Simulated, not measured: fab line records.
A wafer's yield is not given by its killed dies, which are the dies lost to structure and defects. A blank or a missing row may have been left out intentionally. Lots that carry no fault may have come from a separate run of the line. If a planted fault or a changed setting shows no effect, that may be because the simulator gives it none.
What tool caused it? || flow sky130 || Sampling: 10 lots, 30 wafers, 4 of 708 route steps

## WHAT EACH GAUGE READ, for each wafer
SKY_METAL1_THK_MEAS_06: measures by xrf.
{"lot": "L643", "measured": "day 32 17:54", "on": "film metro-03", "METAL1_ALCU_THK (nm)": "249.5 250.3 249.7"}
{"lot": "L642", "measured": "day 32 19:22", "on": "film metro-01", "METAL1_ALCU_THK (nm)": "246.7 245.5 243.9"}
{"lot": "L646", "measured": "day 33 08:24", "on": "film metro-01", "METAL1_ALCU_THK (nm)": "246.4 244.9 246.1"}
{"lot": "L647", "measured": "day 34 01:19", "on": "film metro-04", "METAL1_ALCU_THK (nm)": "247.9 247.2 249.7"}
{"lot": "L649", "measured": "day 34 11:56", "on": "film metro-04", "METAL1_ALCU_THK (nm)": "242.7 242.4 245.1"}
{"lot": "L656", "measured": "day 36 12:49", "on": "film metro-04", "METAL1_ALCU_THK (nm)": "245.8 242.0 242.4"}
{"lot": "L659", "measured": "day 37 12:35", "on": "film metro-04", "METAL1_ALCU_THK (nm)": "248.8 249.6 248.5"}
{"lot": "L660", "measured": "day 37 20:07", "on": "film metro-04", "METAL1_ALCU_THK (nm)": "246.5 243.1 246.1"}
{"lot": "L661", "measured": "day 37 21:09", "on": "film metro-03", "METAL1_ALCU_THK (nm)": "251.4 249.2 253.3"}
{"lot": "L663", "measured": "day 38 08:10", "on": "film metro-01", "METAL1_ALCU_THK (nm)": "244.2 243.1 245.3"}

SKY_METAL2_RS_MEAS_05: a four-point-probe measurement.
{"lot": "L643", "measured": "day 35 01:55", "on": "film metro-02", "METAL2_ALCU_RS (ohm/sq)": "0.1277 0.1279 0.1287"}
{"lot": "L642", "measured": "day 35 03:23", "on": "film metro-03", "METAL2_ALCU_RS (ohm/sq)": "0.1275 0.1275 0.1270"}
{"lot": "L646", "measured": "day 35 16:11", "on": "film metro-02", "METAL2_ALCU_RS (ohm/sq)": "0.1259 0.1254 0.1246"}
{"lot": "L647", "measured": "day 36 09:47", "on": "film metro-02", "METAL2_ALCU_RS (ohm/sq)": "0.1276 0.1281 0.1269"}
{"lot": "L649", "measured": "day 36 19:44", "on": "film metro-02", "METAL2_ALCU_RS (ohm/sq)": "0.1249 0.1242 0.1245"}
{"lot": "L656", "measured": "day 38 19:26", "on": "film metro-04", "METAL2_ALCU_RS (ohm/sq)": "0.1268 0.1054 0.1262"}
{"lot": "L659", "measured": "day 39 17:36", "on": "film metro-03", "METAL2_ALCU_RS (ohm/sq)": "0.1273 0.1276 0.1258"}
{"lot": "L660", "measured": "day 40 01:55", "on": "film metro-04", "METAL2_ALCU_RS (ohm/sq)": "0.1281 0.1266 0.1251"}
{"lot": "L661", "measured": "day 40 02:28", "on": "film metro-03", "METAL2_ALCU_RS (ohm/sq)": "0.1270 0.1268 0.1254"}
{"lot": "L663", "measured": "day 40 13:04", "on": "film metro-04", "METAL2_ALCU_RS (ohm/sq)": "0.1256 0.1244 0.1257"}

SKY_METAL2_THK_MEAS_06: measures by xrf.
{"lot": "L643", "measured": "day 35 02:02", "on": "film metro-02", "METAL2_ALCU_THK (nm)": "245.0 246.3 243.9"}
{"lot": "L642", "measured": "day 35 03:29", "on": "film metro-03", "METAL2_ALCU_THK (nm)": "247.3 246.9 244.7"}
{"lot": "L646", "measured": "day 35 16:18", "on": "film metro-02", "METAL2_ALCU_THK (nm)": "247.6 250.1 249.8"}
{"lot": "L647", "measured": "day 36 09:53", "on": "film metro-02", "METAL2_ALCU_THK (nm)": "245.0 245.1 244.3"}
{"lot": "L649", "measured": "day 36 19:51", "on": "film metro-02", "METAL2_ALCU_THK (nm)": "250.2 251.7 250.3"}
{"lot": "L656", "measured": "day 38 19:33", "on": "film metro-04", "METAL2_ALCU_THK (nm)": "248.0 295.8 246.3"}
{"lot": "L659", "measured": "day 39 17:41", "on": "film metro-03", "METAL2_ALCU_THK (nm)": "243.8 244.6 247.6"}
{"lot": "L660", "measured": "day 40 02:02", "on": "film metro-04", "METAL2_ALCU_THK (nm)": "244.4 247.1 250.1"}
{"lot": "L661", "measured": "day 40 02:35", "on": "film metro-03", "METAL2_ALCU_THK (nm)": "245.8 245.5 251.2"}
{"lot": "L663", "measured": "day 40 13:10", "on": "film metro-04", "METAL2_ALCU_THK (nm)": "249.4 250.4 247.8"}

## WHICH TOOL RAN EACH LOT (tool, then ch and the chambers of the sampled wafers, then the start)
{"lot": "L643", "SKY_METAL2_SPUTTER_02": "pvd sputter-02, day 35 01:49"}
{"lot": "L642", "SKY_METAL2_SPUTTER_02": "pvd sputter-03, day 35 03:15"}
{"lot": "L646", "SKY_METAL2_SPUTTER_02": "pvd sputter-01, day 35 16:05"}
{"lot": "L647", "SKY_METAL2_SPUTTER_02": "pvd sputter-03, day 36 09:38"}
{"lot": "L649", "SKY_METAL2_SPUTTER_02": "pvd sputter-02, day 36 19:38"}
{"lot": "L656", "SKY_METAL2_SPUTTER_02": "pvd sputter-02, day 38 19:20"}
{"lot": "L659", "SKY_METAL2_SPUTTER_02": "pvd sputter-01, day 39 17:27"}
{"lot": "L660", "SKY_METAL2_SPUTTER_02": "pvd sputter-01, day 40 01:49"}
{"lot": "L661", "SKY_METAL2_SPUTTER_02": "pvd sputter-03, day 40 02:22"}
{"lot": "L663", "SKY_METAL2_SPUTTER_02": "pvd sputter-01, day 40 12:56"}
- SKY_METAL2_SPUTTER_02: material AlCu, target thk 250 nm, time 13.3 s.

## AS READ BY THE TOOLS THEMSELVES (means over the sampled wafers that have a number; for cases with no such wafer, the mark the record gives instead)
SKY_METAL2_SPUTTER_02.
{"lot": "L643", "tool": "pvd sputter-02", "throttle valve pct (%)": 30.4}
{"lot": "L642", "tool": "pvd sputter-03", "throttle valve pct (%)": 29.9}
{"lot": "L646", "tool": "pvd sputter-01", "throttle valve pct (%)": 31.6}
{"lot": "L647", "tool": "pvd sputter-03", "throttle valve pct (%)": 30.2}
{"lot": "L649", "tool": "pvd sputter-02", "throttle valve pct (%)": 31.1}
{"lot": "L656", "tool": "pvd sputter-02", "throttle valve pct (%)": 31.7}
{"lot": "L659", "tool": "pvd sputter-01", "throttle valve pct (%)": 31.5}
{"lot": "L660", "tool": "pvd sputter-01", "throttle valve pct (%)": 30.3}
{"lot": "L661", "tool": "pvd sputter-03", "throttle valve pct (%)": 30.7}
{"lot": "L663", "tool": "pvd sputter-01", "throttle valve pct (%)": 30.7}

## THE ANSWER, worked out from the rows above alone
Rule: what is usual is taken from the lots themselves. Put in order of their means at a reading, lots are off if they are a third of the lots or fewer, leave a main group of 4 or more, and stand apart from it by a gap of 3 or more times the standard deviation of the main group's means; of several such gaps the widest counts. A main group whose means are all the same, to the digits that the tables above print for the reading, isn't used. Also off: a lot with no number at a reading for which 4 or more lots have one. Where the step has rows for the other lots, those lots are counted as sound. After the gauges, taken in route order, come the tools' own readings; for these a lot's mean is taken, as printed above. At the first step where some lot is off, the reading lying furthest off is the one used; lots without a number count as furthest.
Off: at SKY_METAL2_RS_MEAS_05 (METAL2_ALCU_RS), L656. The main group has a mean of 0.1264 ohm/sq with a standard deviation of 0.0011.
A tool fits if, at a process step before that reading, it ran every lot that is off, and no sound lot after the first of them. Gauges at SKY_METAL2_RS_MEAS_05: tried the same way as those tools. One fits: SKY_METAL2_SPUTTER_02 on pvd sputter-02. Its last sound lot is L649 (day 36 19:38), its first lot that is off L656 (day 38 19:20): a fault that began between those two fits.

## WHAT THE SIMULATOR PUT IN
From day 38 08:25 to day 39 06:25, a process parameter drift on pvd sputter-02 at SKY_METAL2_SPUTTER_02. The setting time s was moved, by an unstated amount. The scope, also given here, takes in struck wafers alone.
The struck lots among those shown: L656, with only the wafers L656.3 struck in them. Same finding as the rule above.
